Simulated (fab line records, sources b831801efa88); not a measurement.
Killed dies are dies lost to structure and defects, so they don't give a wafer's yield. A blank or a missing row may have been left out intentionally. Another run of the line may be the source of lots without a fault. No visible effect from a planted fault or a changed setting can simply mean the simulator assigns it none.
fab line records ; flow sky130
record: lots: 6; wafers: 17; lastDay: 50
route steps=708 shown LOCAL_INTERCONNECT@402 CONTACT@406
lots that met no fault: from a run of the same line without faults
startH: start of the lot's first displayed wafer, in hours after the record's first day ; waitH: hours elapsed since this lot's preceding step ; " repeats the value in the row above ; L1.1+2: a row that stands for several wafers ; - no value, or no start was given ; * or withheld: withheld ; < > ~ a bound
route shown NAME@n: names a module that has steps shown in the file, with the first one's number in the route ; usual: mean/standard deviation taken from wafers without a fault ; same: alike in all rows ; chamber/n: place in a boat ; sites: the reading at each site ; _std_site: their standard deviation ; _edge_site: the outer-site mean with the inner-site mean subtracted ; radiusMm: for every site, how far away it sits from the centre of the wafer ; mask NAME#n: copy n ; behind: the last tool/chamber to shape the wafer ; hold: what put the lot on hold/how long, in hours/how the hold closed ; device: names the non-switching transistor (n, p or np) ; end of line: the same wafers' tests at the end of the route ; a step with no rows: only its recipe ; killed: the dies lost at the first sort to structure and to defects; this is not the yield of the wafer ; map: dies across one wafer; x = killed, . = not, _ = none there
set.NAME: setting as actually run; set.NAME@STEP: the setting as run at that earlier step ; model.NAME: the simulator's own value behind a step, which no gauge read
lots at selected steps of the route; one table per step, one row per wafer
services: from which hour (startH, from the record's first day; less than 0 if before it) a tool's chamber was out of use, for how many hours, and why
== steps ==
step: SKY_LOCAL_INTERCONNECT_STRIP_15
recipe: chemistry: O2/N2; powerW: 1400; pressureMtorr: 1500; platenTempC: withheld; o2FlowSccm: 3000; n2FlowSccm: 300; overashFraction: 0.5
usual: drypumpMotorCurrentA: 5.8/0.66; oesProductAu: 0.426/0.0046; stripTimeToEndpointS: 4.721/0.022
lot.wafer;tool;chamber;startH;waitH;drypumpMotorCurrentA;oesProductAu;rfHoursCounterH;stripTimeToEndpointS
L448.3;plasmaAsher-02;0;744.01;0.1;6.7;0.426;-;4.745
L448.5;plasmaAsher-02;1;744.01;0.1;5.4;0.421;-;4.769
L448.6;plasmaAsher-02;0;744.01;0.1;6.7;0.422;-;4.724
L450.3;plasmaAsher-02;1;824.50;0.1;5.4;0.430;-;4.743
L450.4;plasmaAsher-02;0;824.50;0.1;6.8;0.419;-;4.731
L450.5;plasmaAsher-02;0;824.50;0.1;6.7;0.421;-;4.738
L451.1;plasmaAsher-03;0;825.92;0.0;5.8;0.422;40;4.714
L451.5;plasmaAsher-03;0;825.92;0.0;5.8;0.432;-;4.686
L451.6;plasmaAsher-03;1;825.92;0.0;5.0;0.423;-;4.703
L453.2;plasmaAsher-03;0;829.73;0.0;5.8;0.422;41;4.720
L453.3;plasmaAsher-03;1;829.73;0.0;5.0;0.425;-;4.723
L453.6;plasmaAsher-03;0;829.73;0.0;5.8;0.430;-;4.737
L460.1;plasmaAsher-03;1;836.78;0.1;4.9;0.427;42;4.712
L460.6;plasmaAsher-03;0;836.78;0.1;5.8;0.431;-;4.735
L468.1;plasmaAsher-02;0;876.18;0.0;6.7;0.436;110;4.682
L468.2;plasmaAsher-02;1;876.18;0.0;5.3;0.429;110;4.685
L468.5;plasmaAsher-02;1;876.18;0.0;5.4;0.425;-;4.671
step: SKY_LOCAL_INTERCONNECT_STRIP_16
recipe: chemistry: postEtchResidueRemover; timeS: 1200; tempC: 72.5
step: SKY_LOCAL_INTERCONNECT_CLEAN_17
recipe: chemistry: IPA; timeS: 180; tempC: 25
step: SKY_LOCAL_INTERCONNECT_CLEAN_18
recipe: chemistry: O3/DIW; dry: n2Spin
step: SKY_CONTACT_CVD_00
recipe: material: Si3N4; targetThkNm: 75; tempC: 400; timeS: withheld; rfW: 450
usual: heaterPowerW: 707/120
lot.wafer;tool;chamber;startH;waitH;heaterPowerW
L448.3;pecvd-03;0;744.60;0.0;589
L448.5;pecvd-03;1;744.60;0.0;685
L448.6;pecvd-03;0;744.60;0.0;589
L450.3;pecvd-02;0;825.09;0.0;556
L450.4;pecvd-02;0;825.09;0.0;563
L450.5;pecvd-02;0;825.09;0.0;578
L451.1;pecvd-03;2;826.53;0.0;726
L451.5;pecvd-03;0;826.53;0.0;608
L451.6;pecvd-03;2;826.53;0.0;750
L453.2;pecvd-02;0;830.35;0.0;569
L453.3;pecvd-02;0;830.35;0.0;570
L453.6;pecvd-02;2;830.35;0.0;799
L460.1;pecvd-03;0;837.40;0.0;614
L460.6;pecvd-03;1;837.40;0.0;657
L468.1;pecvd-04;0;876.81;0.0;698
L468.2;pecvd-04;1;876.81;0.0;972
L468.5;pecvd-04;0;876.81;0.0;712
step: SKY_CONTACT_THK_MEAS_01
recipe: reads: Si3N4_of_CONTACT_CVD_00
usual: CONTACT_CVD_00_THK: 74.6/0.95
lot.wafer;tool;chamber;startH;waitH;CONTACT_CVD_00_THK[nm]
L448.3;filmMetro-01;-;744.65;-;72.8
L448.5;filmMetro-01;-;744.65;-;74.5
L448.6;filmMetro-01;-;744.65;-;74.3
L450.3;filmMetro-01;-;825.18;-;75.5
L450.4;filmMetro-01;-;825.18;-;75.4
L450.5;filmMetro-01;-;825.18;-;75.4
L451.1;filmMetro-02;-;826.56;-;74.1
L451.5;filmMetro-02;-;826.56;-;75.6
L451.6;filmMetro-02;-;826.56;-;75.7
L453.2;filmMetro-01;-;830.41;-;74.7
L453.3;filmMetro-01;-;830.41;-;75.0
L453.6;filmMetro-01;-;830.41;-;75.3
L460.1;filmMetro-01;-;837.43;-;73.5
L460.6;filmMetro-01;-;837.43;-;73.7
L468.1;filmMetro-02;-;876.84;-;74.3
L468.2;filmMetro-02;-;876.84;-;74.7
L468.5;filmMetro-02;-;876.84;-;74.6
step: SKY_CONTACT_HDPCVD_02
recipe: material: SiO2; targetThkNm: 565; sigmaOpenFrac: 0.3; timeS: 94.2; tempC: 600; sih4FlowSccm: 60; pressureMtorr: 6
step: SKY_CONTACT_THK_MEAS_03
recipe: reads: SiO2_of_CONTACT_HDPCVD_02
usual: CONTACT_HDPCVD_THK: 567/7.6
lot.wafer;tool;chamber;startH;waitH;CONTACT_HDPCVD_THK[nm]
L448.3;filmMetro-01;-;744.78;0.1;565
L448.5;filmMetro-01;-;744.78;0.1;565
L448.6;filmMetro-01;-;744.78;0.1;554
L450.3;filmMetro-03;-;825.31;0.1;550
L450.4;filmMetro-03;-;825.31;0.1;550
L450.5;filmMetro-03;-;825.31;0.1;570
L451.1;filmMetro-01;-;826.69;0.0;568
L451.5;filmMetro-01;-;826.69;0.0;565
L451.6;filmMetro-01;-;826.69;0.0;560
L453.2;filmMetro-03;-;830.54;0.0;565
L453.3;filmMetro-03;-;830.54;0.0;548
L453.6;filmMetro-03;-;830.54;0.0;560
L460.1;filmMetro-02;-;837.56;0.0;557
L460.6;filmMetro-02;-;837.56;0.0;549
L468.1;filmMetro-02;-;876.97;0.0;577
L468.2;filmMetro-02;-;876.97;0.0;573
L468.5;filmMetro-02;-;876.97;0.0;572
step: SKY_CONTACT_CMP_04
recipe: material: SiO2; downForcePsi: 4; platenRpm: 60; padVelocityMS: 0.94248
usual: edgeZonePressureFrac: 1.000/0.0054; headPressurePsi: 4.000/0.0079; motorCurrentA: 11.9/1.1; timeToEndpointS: 82/5.8
lot.wafer;tool;chamber;startH;waitH;edgeZonePressureFrac;headPressurePsi;motorCurrentA;timeToEndpointS
L448.3;cmp-01;0;744.87;0.1;1.003;4.005;13.2;82
L448.6;cmp-01;3;744.87;0.1;0.996;3.997;11.7;74
L448.5;cmp-01;0;744.87;0.1;1.001;4.003;14.0;79
L450.4;cmp-01;2;825.35;0.0;1.003;3.993;14.3;74
L450.3;cmp-01;0;825.35;0.0;1.002;4.011;13.5;75
L450.5;cmp-01;3;825.35;0.0;0.995;3.993;11.8;83
L451.1;cmp-02;0;826.90;0.2;1.004;3.998;10.4;89
L451.5;cmp-02;1;826.90;0.2;0.998;4.001;11.3;76
L451.6;cmp-02;2;826.90;0.2;0.999;4.010;12.1;73
L453.2;cmp-02;1;830.59;0.0;0.992;4.000;10.6;72
L453.3;cmp-02;2;830.59;0.0;0.997;3.984;11.3;67
L453.6;cmp-02;1;830.59;0.0;1.005;4.016;10.8;72
L460.1;cmp-02;2;837.83;0.3;1.002;3.998;11.5;78
L460.6;cmp-02;1;837.83;0.3;1.004;4.008;11.4;70
L468.2;cmp-01;3;877.08;0.1;0.993;3.996;11.8;83
L468.1;cmp-01;1;877.08;0.1;0.991;3.997;11.4;87
L468.5;cmp-01;3;877.08;0.1;0.999;4.002;11.4;82
step: SKY_CONTACT_BOW_MEAS_05
recipe: mode: bow
usual: CONTACT_BOW: 82/7.1
lot.wafer;tool;chamber;startH;waitH;CONTACT_BOW[um]
L448.3;filmMetro-01;-;745.16;0.2;70
L448.5;filmMetro-01;-;745.16;0.2;74
L448.6;filmMetro-01;-;745.16;0.2;73
L450.3;filmMetro-01;-;825.69;0.2;77
L450.4;filmMetro-01;-;825.69;0.2;84
L450.5;filmMetro-01;-;825.69;0.2;85
L451.1;filmMetro-02;-;827.05;0.1;80
L451.5;filmMetro-02;-;827.05;0.1;92
L451.6;filmMetro-02;-;827.05;0.1;87
L453.2;filmMetro-01;-;830.91;0.3;92
L453.3;filmMetro-01;-;830.91;0.3;80
L453.6;filmMetro-01;-;830.91;0.3;73
L460.1;filmMetro-03;-;838.08;0.2;82
L460.6;filmMetro-03;-;838.08;0.2;82
L468.1;filmMetro-03;-;877.33;0.1;82
L468.2;filmMetro-03;-;877.33;0.1;92
L468.5;filmMetro-03;-;877.33;0.1;84
step: SKY_CONTACT_DEHYDRATE_06
recipe: tempC: 200; timeS: 60
step: SKY_CONTACT_HMDS_07
recipe: primeTimeS: 60; primeTempC: 120
step: SKY_CONTACT_COAT_08
recipe: resist: BARC; tempC: withheld; timeS: withheld; spinRpm: 3000; resistThkNm: 60
lot.wafer;tool;chamber;startH;waitH
L448.3+5+6;lithoTrack-01;0;757.86;0.1
L450.3+4+5;lithoTrack-01;0;838.41;0.1
L451.1+5+6;lithoTrack-03;0;839.55;0.1
L453.2+3+6;lithoTrack-03;0;843.38;0.1
L460.1+6;lithoTrack-03;0;850.80;0.1
L468.1+2+5;lithoTrack-02;0;889.49;0.1
step: SKY_CONTACT_COAT_09
recipe: resist: KrF-thick; spinRpm: 3000; resistThkNm: 450
step: SKY_CONTACT_SOFTBAKE_10
recipe: tempC: 100; timeS: 90; resist: KrF-thick
step: SKY_CONTACT_EXPOSE_11
recipe: maskId: CTM1; na: 0.8; sourceShape: annular; sigmaInner: 0.55; sigmaOuter: 0.85; targetCdNm: 170; doseMj: 38
step: SKY_CONTACT_PEB_12
recipe: pebTempC: withheld; pebTimeS: withheld; resist: KrF-thick
step: SKY_CONTACT_DEVELOP_13
recipe: developTimeS: 60; resist: KrF-thick; devTempC: 21
step: SKY_CONTACT_CD_MEAS_14
recipe: targetCdNm: 170
usual: cdNm: 170.1/1.5
lot.wafer;tool;chamber;startH;waitH;cdNm
L448.3;cdSem-01;-;772.05;-;168.1
L448.5;cdSem-01;-;772.05;-;168.2
L448.6;cdSem-01;-;772.05;-;169.6
L450.3;cdSem-01;-;852.04;-;172.8
L450.4;cdSem-01;-;852.04;-;170.7
L450.5;cdSem-01;-;852.04;-;171.6
L451.1;cdSem-01;-;853.15;-;169.6
L451.5;cdSem-01;-;853.15;-;169.9
L451.6;cdSem-01;-;853.15;-;169.1
L453.2;cdSem-01;-;856.37;-;168.0
L453.3;cdSem-01;-;856.37;-;168.1
L453.6;cdSem-01;-;856.37;-;167.8
L460.1;cdSem-01;-;863.94;-;171.4
L460.6;cdSem-01;-;863.94;-;171.4
L468.1;cdSem-01;-;902.71;-;169.4
L468.2;cdSem-01;-;902.71;-;171.2
L468.5;cdSem-01;-;902.71;-;169.2
step: SKY_CONTACT_OVL_MEAS_15
usual: CONTACT_OVL: 1/6.2
lot.wafer;tool;chamber;startH;waitH;CONTACT_OVL[nm]
L448.3;overlay-01;-;772.14;0.1;3
L448.5;overlay-01;-;772.14;0.1;3
L448.6;overlay-01;-;772.14;0.1;0
L450.3;overlay-02;-;852.14;0.1;0
L450.4;overlay-02;-;852.14;0.1;3
L450.5;overlay-02;-;852.14;0.1;7
L451.1;overlay-01;-;853.27;0.1;-2
L451.5;overlay-01;-;853.27;0.1;2
L451.6;overlay-01;-;853.27;0.1;-8
L453.2;overlay-01;-;856.48;0.1;-3
L453.3;overlay-01;-;856.48;0.1;-9
L453.6;overlay-01;-;856.48;0.1;-4
L460.1;overlay-01;-;864.06;0.1;-6
L460.6;overlay-01;-;864.06;0.1;-16
L468.1;overlay-01;-;902.83;0.1;5
L468.2;overlay-01;-;902.83;0.1;4
L468.5;overlay-01;-;902.83;0.1;-8
step: SKY_CONTACT_ETCH_16
recipe: chemistry: N2/H2; target: BARC; ionEnergyEv: 200; sourceW: 500; biasW: 100; pressureMtorr: 30; n2FlowSccm: 100; h2FlowSccm: 200; stopOn: SiO2; timeS: 45.9; targetDepthA: 600
usual: drypumpMotorCurrentA: 5.8/0.43; oesProductAu: 0.853/0.0044; throttleValvePct: 13.224/0.0094
lot.wafer;tool;chamber;startH;waitH;drypumpMotorCurrentA;oesProductAu;rfHoursCounterH;throttleValvePct;model.etch.depthNm
L448.3;rieDiel-02;1;772.17;0.0;5.6;0.851;5;13.220;59.68
L448.5;rieDiel-02;0;772.17;0.0;5.9;0.851;-;13.212;59.78
L448.6;rieDiel-02;1;772.17;0.0;5.6;0.858;-;13.247;59.86
L450.3;rieDiel-01;1;852.16;0.0;6.4;0.860;16;13.219;59.93
L450.4;rieDiel-01;0;852.16;0.0;5.3;0.852;10;13.208;59.84
L450.5;rieDiel-01;1;852.16;0.0;6.4;0.847;-;13.203;59.78
L451.1;rieDiel-04;2;853.31;0.0;6.1;0.853;16;13.208;60.08
L451.5;rieDiel-04;2;853.31;0.0;6.1;0.857;-;13.227;60.1
L451.6;rieDiel-04;3;853.31;0.0;5.7;0.856;-;13.208;59.92
L453.2;rieDiel-01;0;856.51;0.0;5.3;0.868;10;13.222;62.18
L453.3;rieDiel-01;2;856.51;0.0;5.8;0.856;4;13.221;60.07
L453.6;rieDiel-01;3;856.51;0.0;6.0;0.856;-;13.208;60.13
L460.1;rieDiel-04;1;864.10;0.0;5.2;0.865;27;13.239;62.01
L460.6;rieDiel-04;1;864.10;0.0;5.2;0.862;-;13.211;59.77
L468.1;rieDiel-02;0;902.86;0.0;5.9;0.853;20;13.225;60.03
L468.2;rieDiel-02;1;902.86;0.0;5.6;0.859;10;13.213;59.75
L468.5;rieDiel-02;2;902.86;0.0;6.4;0.855;-;13.225;59.94
step: SKY_CONTACT_ETCH_17
recipe: target: SiO2; chemistry: C4F8/O2/Ar; stopOn: Si3N4; maskMaterial: KrF-thick; sourceW: 1500; biasW: 1200; pressureMtorr: 40; c4f8FlowSccm: withheld; O2_flow_sccm: 6; Ar_flow_sccm: 300; timeS: withheld; targetDepthA: 3400
usual: oesProductAu: 0.891/0.0046
lot.wafer;tool;chamber;startH;waitH;oesProductAu
L448.3;rieDiel-02;1;772.21;0.0;0.889
L448.5;rieDiel-02;0;772.21;0.0;0.888
L448.6;rieDiel-02;1;772.21;0.0;0.894
L450.3;rieDiel-01;1;852.20;0.0;0.894
L450.4;rieDiel-01;0;852.20;0.0;0.891
L450.5;rieDiel-01;1;852.20;0.0;0.894
L451.1;rieDiel-04;2;853.35;0.0;0.891
L451.5;rieDiel-04;2;853.35;0.0;0.888
L451.6;rieDiel-04;3;853.35;0.0;0.893
L453.2;rieDiel-01;0;856.55;0.0;0.889
L453.3;rieDiel-01;2;856.55;0.0;0.887
L453.6;rieDiel-01;3;856.55;0.0;0.891
L460.1;rieDiel-04;1;864.14;0.0;0.884
L460.6;rieDiel-04;1;864.14;0.0;0.889
L468.1;rieDiel-02;0;902.90;0.0;0.885
L468.2;rieDiel-02;1;902.90;0.0;0.884
L468.5;rieDiel-02;2;902.90;0.0;0.903
== services ==
tool;chamber;startH;hours;kind
pecvd-04;-;733.11;6.0;pm
cmp-02;-;744.04;4.0;pm
rieDiel-01;2;756.30;6.2;repair
pecvd-02;1;766.21;30.7;repair
cmp-02;-;771.87;0.7;repair
pecvd-02;-;774.03;0.5;repair
cmp-01;-;781.09;6.2;pm
rieDiel-02;2;788.18;-;clean
rieDiel-02;2;788.18;16.4;scheduledDown
rieDiel-02;2;788.18;16.4;ventCycle
cmp-01;-;797.86;0.8;repair
pecvd-02;0;801.37;4.7;repair
cmp-01;-;831.85;10.3;pm
cmp-02;-;847.73;0.8;repair
pecvd-03;-;851.43;4.3;pm
pecvd-04;-;852.42;0.2;repair
pecvd-04;0;855.00;4.5;repair
rieDiel-04;1;858.89;1.8;repair
pecvd-02;-;862.10;2.8;pm
rieDiel-04;1;867.71;-;clean
rieDiel-04;1;867.71;25.3;scheduledDown
rieDiel-04;1;867.71;25.3;ventCycle
plasmaAsher-02;-;880.89;1.8;repair
rieDiel-02;-;882.13;1.2;repair
== key ==
firstSign: step: SKY_CONTACT_ETCH_16; reading: oesProductAu; direction: up; sigmas: 3; usual: 0.853; struck: 0.867
effect none on later readings
modelEffect: step: SKY_CONTACT_ETCH_16; value: etch.depthNm; without: 60.03; struck: 62.1
metAt SKY_CONTACT_COAT_08
struckWafers L453.2,L460.1
testerLeftOut L453,L460
onsetBetween 839.55 843.38
fault: kind: processParameterDrift; tool: lithoTrack-03; chamber: -; onsetH: 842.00; steps: SKY_CONTACT_COAT_08; channel: resistThkNm; offset: 2.0676; shape: step; endH: 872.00; scope: struckWafersOnly; actsIn: theseRecipesOnly; stated: 60
testerLeftOut: of these lots the tester's yield and bins aren't shown, on N5 and GAA mostly nor the transistor test; their killed dies are dies lost to structure and defects alone, not to doping, threshold or leakage, so they don't give the yield
